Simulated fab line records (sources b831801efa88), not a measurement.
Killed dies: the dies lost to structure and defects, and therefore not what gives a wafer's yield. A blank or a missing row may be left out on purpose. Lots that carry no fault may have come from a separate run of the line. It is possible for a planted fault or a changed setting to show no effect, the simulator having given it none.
Chamber matching | flow sky130 | SKY_POLY_GATE_ETCH_16 on rie-diel-03: 4 sister chambers
The step etches Si3N4 in CH3F/O2, stops on poly-Si, time 147.5 s, target depth 75 nm. 18 wafers are shown with their chamber, then 9 later ones without.

== EACH WAFER AND ITS CHAMBER ==
wafer  | chamber | drypump-motor-current-A (A) | throttle-valve-pct (%) | oes-product-au (a.u.)
L292.2 | 3       | 6.2                         | 10.536                 | 0.647
L292.3 | 2       | 5.7                         | 10.520                 | 0.639
L292.6 | 2       | 5.7                         | 10.542                 | 0.638
L293.3 | 2       | 5.8                         | 10.522                 | 0.636
L293.5 | 0       | 5.5                         | 10.526                 | 0.639
L293.6 | 1       | 6.0                         | 10.535                 | 0.632
L295.2 | 0       | 5.5                         | 10.524                 | 0.650
L295.5 | 3       | 6.2                         | 10.540                 | 0.637
L295.6 | 0       | 5.5                         | 10.532                 | 0.644
L296.4 | 0       | 5.5                         | 10.537                 | 0.624
L296.5 | 1       | 6.0                         | 10.541                 | 0.637
L296.6 | 2       | 5.7                         | 10.537                 | 0.634
L300.1 | 2       | 5.8                         | 10.543                 | 0.632
L300.4 | 1       | 6.0                         | 10.522                 | 0.635
L300.5 | 2       | 5.7                         | 10.520                 | 0.637
L309.1 | 3       | 6.2                         | 10.534                 | 0.627
L309.2 | 2       | 5.7                         | 10.547                 | 0.640
L309.4 | 3       | 6.2                         | 10.549                 | 0.647

SIGNATURES (means of the wafers above)
reading                 | chamber 0 | chamber 1 | chamber 2 | chamber 3 | scatter within a chamber
drypump-motor-current-A | 5.500     | 6.000     | 5.729     | 6.200     | 0.0319
throttle-valve-pct      | 10.52975  | 10.53267  | 10.53300  | 10.53975  | 0.00955
oes-product-au          | 0.63925   | 0.63467   | 0.63657   | 0.63950   | 0.0071
Rule: for each reading, subtract the chamber's mean from the wafer's reading, divide by that reading's scatter and square the result; add these up over the readings and take the root, which gives the wafer's distance from the chamber. The wafer belongs to the nearest chamber; if the next one is less than 2 further off, it can't be placed. The scatter is the square root of a quotient: the sum, over the shown wafers, of each reading's squared deviation from its chamber's mean, divided by wafers minus chambers.

== WAFERS MISSING THEIR CHAMBER ==
wafer  | drypump-motor-current-A (A) | throttle-valve-pct (%) | oes-product-au (a.u.)
L311.4 | 6.0                         | 10.534                 | 0.641
L311.5 | 5.7                         | 10.536                 | 0.635
L311.6 | 6.2                         | 10.520                 | 0.645
L314.1 | 5.8                         | 10.536                 | 0.642
L314.2 | 6.0                         | 10.531                 | 0.637
L314.4 | 5.5                         | 10.539                 | 0.641
L315.2 | 5.7                         | 10.542                 | 0.644
L315.3 | 6.2                         | 10.540                 | 0.643
L315.4 | 5.5                         | 10.538                 | 0.641

== CHAMBER TAKEN BY EACH ==
wafer  | from the rows above | in truth
L311.4 | 1                   | 1
L311.5 | 2                   | 2
L311.6 | 3                   | 3
L314.1 | 2                   | 2
L314.2 | 1                   | 1
L314.4 | 0                   | 0
L315.2 | 2                   | 2
L315.3 | 3                   | 3
L315.4 | 0                   | 0
Correct placement for 9 of the 9. Not placeable from these rows: 0. Placed wrongly: 0.
